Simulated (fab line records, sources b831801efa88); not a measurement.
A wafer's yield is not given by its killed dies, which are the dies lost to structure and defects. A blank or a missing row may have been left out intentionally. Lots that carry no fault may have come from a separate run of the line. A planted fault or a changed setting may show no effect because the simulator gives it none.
One fault seen from 2 desks :: flow gf180mcu :: each desk holds nothing but its own numbers, with what lay behind them at the end

METROLOGY DESK
Lot by lot, what the gauges showed, no matter which tool ran the lot: averages of those sampled wafers that carry a number. Marked OUT: a lot whose mean sits more than 4 standard deviations from the usual mean, which makes it out of limits; the brackets give that distance.
Columns: A = cdNm at GF_V2_CD_MEAS_14, usual 259.7 nm
lot: L853
first seen here: day 20 09:11
A: 259.3

lot: L855
first seen here: day 21 10:28
A: 259.7

lot: L857
first seen here: day 21 17:27
A: 258.9

lot: L858
first seen here: day 22 03:37
A: 260.6

lot: L859
first seen here: day 22 15:32
A: 262.1

lot: L863
first seen here: day 24 05:10
A: 266.3 (+6.7) OUT

lot: L864
first seen here: day 24 11:13
A: 267.0 (+7.4) OUT

lot: L865
first seen here: day 24 21:07
A: 265.5 (+5.9) OUT

lot: L866
first seen here: day 25 00:33
A: 260.4

lot: L871
first seen here: day 26 10:13
A: 259.1

lot: L872
first seen here: day 26 20:01
A: 259.5

lot: L874
first seen here: day 27 12:49
A: 260.3

lot: L875
first seen here: day 27 19:56
A: 259.1
This desk's verdict: out of limits on L863, L864, L865, starting with L863 at day 24 05:10 (cdNm at GF_V2_CD_MEAS_14). L853, L855, L857, L858, L859, L866, L871, L872, L874, L875: within limits.

DESK OF THE TOOL OWNER: lithoTrack-04
The tool's own readings at GF_V2_SOFTBAKE_10 (time 60 s): means of the sampled wafers that have a number, for each lot that ran on this tool. Marked OUT: a lot whose mean sits more than 4 standard deviations from the usual mean, which makes it out of limits; the brackets give that distance.
Columns: A = exhaustPa at GF_V2_SOFTBAKE_10, usual 45.0 Pa; B = heaterPowerTotalW at GF_V2_SOFTBAKE_10, usual 93.05 W; C = plateTempC at GF_V2_SOFTBAKE_10, usual 129.98 C
lot: L855
first seen here: day 20 23:00
A: 44.5
B: 93.06
C: 129.90

lot: L857
first seen here: day 21 05:00
A: 45.5
B: 93.06
C: 129.69

lot: L863
first seen here: day 23 18:00
A: 45.5
B: 95.14 (+34) OUT
C: 132.29 (+18) OUT

lot: L864
first seen here: day 23 23:00
A: 45.3
B: 95.14 (+34) OUT
C: 132.22 (+17) OUT

lot: L865
first seen here: day 24 09:00
A: 44.8
B: 95.13 (+34) OUT
C: 132.38 (+18) OUT

lot: L875
first seen here: day 27 09:00
A: 44.6
B: 93.09
C: 129.96
This desk's verdict: out of limits on L863, L864, L865, starting with L863 at day 23 18:00 (heaterPowerTotalW at GF_V2_SOFTBAKE_10). L855, L857, L875: within limits.

ALL TOGETHER
An alarm could have come from the tool owner's desk at day 23 18:00, on L863, L864, L865.
At day 24 05:10 the metrology desk could have sounded an alarm, on L863, L864, L865.
The lots listed all ran GF_V2_SOFTBAKE_10 on lithoTrack-04.

WHAT THE SIMULATOR HAD INSERTED
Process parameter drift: lithoTrack-04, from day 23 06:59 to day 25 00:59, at GF_V2_SOFTBAKE_10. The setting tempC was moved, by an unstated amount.
Struck lots among those shown: L863, L864, L865.
Counting hours from when the fault started, the first reading out of limits came at 11 for the tool owner's desk and at 22 for the metrology desk.
